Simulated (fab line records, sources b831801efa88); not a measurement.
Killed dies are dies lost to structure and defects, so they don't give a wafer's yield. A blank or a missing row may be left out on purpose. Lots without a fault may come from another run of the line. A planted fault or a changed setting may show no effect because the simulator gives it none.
A struck lot beside a sound one | flow sky130 | 43 steps out of a route of 708
Sound: wafers L566.1, L566.3, L566.4. Struck: wafers L585.1, L585.3, L585.4. The cause comes at the end.
At each step with rows: each side's tool, then ch and its chambers, then its first start. Under that, the readings that differ: sound wafers | struck wafers | difference of the means | sigmas: that difference in standard deviations of wafers without a fault.
alike: readings whose means differ by less than 2 such deviations, and words and numbers that are the same on both sides. not compared: withheld readings, readings that some wafer has no value for, bounds like >300 that may hide the same value, and numbers for which the record gives no deviation and whose values overlap.
The two part at a step that has a row with sigmas, a row that says differs or no value, or rows on one side only. Numbers that don't overlap but have no deviation are shown without sigmas and don't part them. A reading that every wafer of one side lacks parts them only if that side has two wafers or more.

SKY_FIELD_ISO_ETCH_17: etches Si in HBr/Cl2/O2, target depth 342 nm, time 97.7 s.
  sound on rie_si-02 ch 0,1,2, day 2 05:08; struck on rie_si-02 ch 1,2,3, day 6 14:19
  alike: drypump_motor_current_A, oes_product_au, throttle_valve_pct
  not compared: rf_hours_counter_h
then, 5 steps without rows for these wafers: SKY_FIELD_ISO_WET_ETCH_18 (etches Si3N4 in H3PO4, target depth 25 nm, time 286 s); SKY_FIELD_ISO_CLEAN_19 (cleans in SC1/SC2, time 150 s); SKY_FIELD_ISO_CLEAN_20 (cleans in dHF, time 20 s); SKY_FIELD_ISO_WET_ETCH_21 (etches SiO2 in dHF, target depth 20 nm, time 400 s); SKY_FIELD_ISO_OXIDATION_22 (stabilise 600 s, purge 300 s, target thk 10 nm).
SKY_FIELD_ISO_THK_MEAS_23:
  sound on film_metro-03, day 2 07:21; struck on film_metro-03, day 6 15:50
  alike: FIELD_ISO_OXIDATION_01_THK
then, 1 step without rows for these wafers: SKY_FIELD_ISO_CVD_24 (deposits SiO2, target thk 595 nm, time 99.2 s).
SKY_FIELD_ISO_THK_MEAS_25:
  sound on film_metro-03, day 2 07:29; struck on film_metro-01, day 6 15:58
  alike: FIELD_ISO_CVD_24_THK
then, 1 step without rows for these wafers: SKY_FIELD_ISO_ANNEAL_26 (time 1800 s).
SKY_FIELD_ISO_CMP_27: polishes, stops on Si3N4, t overpolish 16 s, target thk 457.8 nm.
  sound on cmp-01 ch 0,1,2, day 2 10:04; struck on cmp-01 ch 0,2,3, day 6 19:11
  alike: edge_zone_pressure_frac, motor_current_A, overpolish_run_s, time_to_endpoint_s
then, 1 step without rows for these wafers: SKY_FIELD_ISO_WET_ETCH_28 (etches SiO2 in dHF, target depth 23.7 nm, time 47 s).
SKY_FIELD_ISO_WET_ETCH_29: etches Si3N4 in H3PO4, target depth 160 nm, time 1825 s.
  sound on wet_bench-03 ch 2, day 2 10:25; struck on wet_bench-03 ch 3, day 6 19:30
then, 3 steps without rows for these wafers: SKY_FIELD_ISO_WET_ETCH_30 (etches SiO2 in dHF, target depth 25 nm, time 50 s); SKY_NWELL_CLEAN_00 (cleans in SC1/SC2, time 150 s); SKY_NWELL_OXIDATION_01 (stabilise 600 s, purge 300 s, target thk 10 nm).
SKY_NWELL_THK_MEAS_02:
  sound on film_metro-03, day 2 13:00; struck on film_metro-04, day 6 22:41
  alike: NWELL_OXIDATION_THK
then, 8 steps without rows for these wafers: SKY_DNWELL_DEHYDRATE_00 (time 60 s); SKY_DNWELL_HMDS_01 (prime time 60 s); SKY_DNWELL_COAT_02 (resist thk 3000 nm); SKY_DNWELL_SOFTBAKE_03; SKY_DNWELL_EXPOSE_04 (exposes mask DNM, target cd 3000 nm); SKY_DNWELL_PEB_05; SKY_DNWELL_DEVELOP_06 (develop time 60 s); SKY_DNWELL_IMPLANT_07.
SKY_DNWELL_STRIP_08: strips in O2/N2.
  sound on plasma_asher-03 ch 0,1, day 3 04:28; struck on plasma_asher-03 ch 0,1, day 7 17:58
  alike: drypump_motor_current_A, oes_product_au, strip_time_to_endpoint_s
  not compared: rf_hours_counter_h
SKY_DNWELL_TW_MEAS_09:
  sound on film_metro-04, day 3 04:34; struck on film_metro-04, day 7 18:04
  alike: DNWELL_TW
then, 7 steps without rows for these wafers: SKY_PWDE_DEHYDRATE_00 (time 60 s); SKY_PWDE_HMDS_01 (prime time 60 s); SKY_PWDE_COAT_02 (resist thk 3000 nm); SKY_PWDE_SOFTBAKE_03; SKY_PWDE_EXPOSE_04 (exposes mask PWDEM, target cd 840 nm); SKY_PWDE_PEB_05; SKY_PWDE_DEVELOP_06 (develop time 60 s).
SKY_PWDE_OVL_MEAS_07:
  sound on overlay-01, day 3 20:20; struck on overlay-02, day 8 14:57
  alike: PWDE_OVL
then, 1 step without rows for these wafers: SKY_PWDE_IMPLANT_08.
SKY_PWDE_STRIP_09: strips in O2/N2.
  sound on plasma_asher-04 ch 0,1, day 3 20:31; struck on plasma_asher-02 ch 0,1, day 8 15:08
  alike: drypump_motor_current_A, oes_product_au, strip_time_to_endpoint_s
  not compared: rf_hours_counter_h
SKY_PWDE_TW_MEAS_10:
  sound on film_metro-01, day 3 20:37; struck on film_metro-01, day 8 15:14
  alike: PWDE_TW
then, 4 steps without rows for these wafers: SKY_NWELL_DEHYDRATE_03 (time 60 s); SKY_NWELL_HMDS_04 (prime time 60 s); SKY_NWELL_COAT_05 (resist thk 3000 nm); SKY_NWELL_SOFTBAKE_06.
-- the record jumps here: 42 days lie between the struck wafers' starts before and after (it left off in module NWELL and takes up again in module PAD_OPEN, whose first step shown is number 708 of the route) --
SKY_PAD_OPEN_PROBE_99:
  the record has rows for the struck wafers here (prober-01, day 50 10:41) and none for the sound ones

WHERE THEY PART
Only at SKY_PAD_OPEN_PROBE_99, within this record.

WHY: what the simulator had put in
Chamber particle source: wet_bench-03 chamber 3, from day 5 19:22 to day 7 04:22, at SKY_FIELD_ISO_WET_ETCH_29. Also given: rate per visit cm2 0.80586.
